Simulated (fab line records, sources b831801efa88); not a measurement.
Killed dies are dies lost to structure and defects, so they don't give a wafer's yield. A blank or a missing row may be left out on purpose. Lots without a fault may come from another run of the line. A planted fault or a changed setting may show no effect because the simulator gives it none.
Which tool did it? | flow gf180mcu | 13 lots, 36 wafers sampled, at 5 steps of a route of 602

WHAT THE GAUGES READ, wafer by wafer
GF_LVPWELL_TW_MEAS_11.
lot  | measured    | on            | LVPWELL_TW
L727 | day 3 22:20 | film_metro-03 | 568 569 569
L729 | day 4 11:04 | film_metro-02 | 568 569 568
L730 | day 4 17:08 | film_metro-01 | 574 574 572
L731 | day 5 01:10 | film_metro-02 | 573 570 572
L736 | day 6 01:35 | film_metro-02 | 575 576 572
L738 | day 6 13:13 | film_metro-01 | 570 571 569
L743 | day 7 17:53 | film_metro-03 | 585 563
L744 | day 7 22:30 | film_metro-02 | 570 594
L745 | day 8 03:53 | film_metro-01 | 593 572
L746 | day 8 10:11 | film_metro-02 | 570 570 571
L747 | day 8 14:41 | film_metro-02 | 573 571 571
L748 | day 8 20:51 | film_metro-03 | 564 564 564
L750 | day 9 09:47 | film_metro-01 | 570 571 569

GF_VT_IMPLANT_RS_MEAS_48: measures by four-point-probe.
lot  | measured     | on            | LVPWELL_RS (ohm/sq)
L727 | day 7 19:15  | film_metro-02 | 1199 1201 1198
L729 | day 8 11:32  | film_metro-03 | 1191 1194 1194
L730 | day 8 18:03  | film_metro-02 | 1199 1199 1198
L731 | day 9 04:05  | film_metro-02 | 1196 1196 1196
L736 | day 10 08:04 | film_metro-01 | 1199 1200 1198
L738 | day 10 22:32 | film_metro-03 | 1192 1195 1196
L743 | day 12 06:45 | film_metro-01 | 1117 1199
L744 | day 12 13:13 | film_metro-01 | 1201 1118
L745 | day 12 20:42 | film_metro-03 | 1110 1192
L746 | day 13 01:03 | film_metro-01 | 1201 1199 1203
L747 | day 13 08:14 | film_metro-02 | 1195 1195 1195
L748 | day 13 17:25 | film_metro-02 | 1201 1202 1202
L750 | day 14 07:12 | film_metro-02 | 1199 1200 1201

GF_V1_CD_MEAS_14: target cd 260 nm.
lot  | measured     | on        | cd_nm (nm)
L727 | day 18 17:43 | cd_sem-02 | 260.5 259.7 260.6
L729 | day 19 21:33 | cd_sem-02 | 260.2 258.1 259.4
L730 | day 20 01:34 | cd_sem-02 | 258.6 259.7 258.9
L731 | day 20 19:00 | cd_sem-02 | 260.5 261.1 262.1
L736 | day 22 02:14 | cd_sem-02 | 260.0 261.7 261.1
L738 | day 22 21:05 | cd_sem-02 | 259.6 259.6 259.5
L743 | day 24 12:31 | cd_sem-01 | 261.3 259.6
L744 | day 24 20:08 | cd_sem-02 | 260.3 259.8
L745 | day 25 02:22 | cd_sem-02 | 260.3 260.3
L746 | day 25 06:46 | cd_sem-01 | 260.6 261.5 262.9
L747 | day 25 13:02 | cd_sem-02 | 259.2 259.9 258.2
L748 | day 26 02:47 | cd_sem-01 | 259.6 260.3 260.4
L750 | day 26 10:55 | cd_sem-01 | 260.5 259.9 260.3

WHICH TOOL RAN EACH LOT (tool, then ch and the chambers of the sampled wafers, then the start)
lot  | GF_LVPWELL_IMPLANT_08          | GF_HV_LDD_STRIP_49
L727 | implanter-01 ch 0, day 3 21:57 | plasma_asher-03 ch 0,1, day 12 19:11
L729 | implanter-02 ch 0, day 4 10:42 | plasma_asher-02 ch 0,1, day 13 17:41
L730 | implanter-01 ch 0, day 4 16:46 | plasma_asher-03 ch 0,1, day 13 22:30
L731 | implanter-01 ch 0, day 5 00:48 | plasma_asher-01 ch 0,1, day 14 11:05
L736 | implanter-03 ch 0, day 6 01:11 | plasma_asher-02 ch 0,1, day 15 19:57
L738 | implanter-03 ch 0, day 6 12:52 | plasma_asher-03 ch 0,1, day 16 13:29
L743 | implanter-01 ch 0, day 7 17:31 | plasma_asher-01 ch 0,1, day 18 02:58
L744 | implanter-01 ch 0, day 7 22:08 | plasma_asher-01 ch 0, day 18 14:50
L745 | implanter-01 ch 0, day 8 03:31 | plasma_asher-01 ch 0,1, day 18 19:51
L746 | implanter-03 ch 0, day 8 09:49 | plasma_asher-03 ch 0,1, day 19 02:14
L747 | implanter-02 ch 0, day 8 14:17 | plasma_asher-01 ch 0,1, day 19 09:14
L748 | implanter-02 ch 0, day 8 20:29 | plasma_asher-03 ch 0,1, day 19 22:59
L750 | implanter-03 ch 0, day 9 09:25 | plasma_asher-01 ch 1, day 20 09:38
- GF_LVPWELL_IMPLANT_08
- GF_HV_LDD_STRIP_49: strips in O2/N2.

WHAT THE TOOLS THEMSELVES READ (means of the sampled wafers that have a number; where no wafer has one, the mark that the record gives instead)
GF_LVPWELL_IMPLANT_08.
lot  | tool         | beam_on_s (s) | faraday_current_uA
L727 | implanter-01 | 9.83          | 85.9
L729 | implanter-02 | 9.92          | 85.6
L730 | implanter-01 | 9.98          | 84.6
L731 | implanter-01 | 9.94          | 85.3
L736 | implanter-03 | 9.91          | 85.6
L738 | implanter-03 | 10.02         | 84.5
L743 | implanter-01 | 10.81         | 78.9
L744 | implanter-01 | 10.88         | 77.9
L745 | implanter-01 | 10.55         | 80.5
L746 | implanter-03 | 9.90          | 85.5
L747 | implanter-02 | 9.83          | 86.1
L748 | implanter-02 | 9.84          | 86.0
L750 | implanter-03 | 9.74          | 86.7

GF_HV_LDD_STRIP_49.
lot  | tool            | drypump_motor_current_A (A) | heater_power_w (W) | oes_product_au (a.u.) | strip_time_to_endpoint_s (s)
L727 | plasma_asher-03 | 5.8                         | 313                | 0.716                 | 12.58
L729 | plasma_asher-02 | 6.2                         | 362                | 0.715                 | 12.60
L730 | plasma_asher-03 | 5.9                         | 311                | 0.715                 | 12.59
L731 | plasma_asher-01 | 5.5                         | 379                | 0.712                 | 12.59
L736 | plasma_asher-02 | 6.5                         | 379                | 0.715                 | 12.55
L738 | plasma_asher-03 | 5.8                         | 309                | 0.713                 | 12.61
L743 | plasma_asher-01 | 5.3                         | 356                | 0.718                 | 12.61
L744 | plasma_asher-01 | 4.9                         | 296                | 0.712                 | 12.61
L745 | plasma_asher-01 | 5.3                         | 356                | 0.712                 | 12.64
L746 | plasma_asher-03 | 5.8                         | 305                | 0.716                 | 12.59
L747 | plasma_asher-01 | 5.2                         | 336                | 0.715                 | 12.65
L748 | plasma_asher-03 | 5.9                         | 299                | 0.714                 | 12.57
L750 | plasma_asher-01 | 5.8                         | 426                | 0.719                 | 12.61

THE ANSWER, worked out from the rows above alone
Rule: what is usual is taken from the lots themselves. Put in order of their means at a reading, lots are off if they are a third of the lots or fewer, leave a main group of 4 or more, and stand apart from it by a gap of 3 or more times the standard deviation of the main group's means; of several such gaps the widest counts. A main group whose means are all the same, to the digits that the tables above print for the reading, isn't used. A lot without any number at a reading at which 4 lots or more have one is off too. The other lots that the step has rows for count as sound. The gauges are gone through in route order, then the tools' own readings, and for those a lot's mean is taken as printed above. The first step at which some lot is off is used, and at that step the reading that is off furthest; a lot without a number counts as furthest.
Off: L743, L744, L745, at GF_VT_IMPLANT_RS_MEAS_48 (LVPWELL_RS). The main group: mean 1198 ohm/sq, standard deviation 2.8.
A tool fits if, at a process step before that reading, it ran every lot that is off, and no sound lot after the first of them. The gauges at GF_VT_IMPLANT_RS_MEAS_48 aren't tried: what is off there is off at GF_LVPWELL_IMPLANT_08 too, on other tools, and a gauge's error can't cause that. One fits: implanter-01 at GF_LVPWELL_IMPLANT_08. Its last sound lot is L731 (day 5 00:48), its first lot that is off L743 (day 7 17:31): a fault that began between those two fits.
The tool's own readings at GF_LVPWELL_IMPLANT_08 bear it out: on the lots that are off they differ by more than 5 times the standard deviation of the sound lots' means. beam_on_s reads 10.75 s there against 9.89 s on the sound lots; faraday_current_uA reads 79.1 there against 85.6 on the sound lots.

WHAT THE SIMULATOR HAD PUT IN
Process parameter drift: implanter-01, from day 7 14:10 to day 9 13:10, at GF_LVPWELL_IMPLANT_08. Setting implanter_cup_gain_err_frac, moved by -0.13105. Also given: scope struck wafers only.
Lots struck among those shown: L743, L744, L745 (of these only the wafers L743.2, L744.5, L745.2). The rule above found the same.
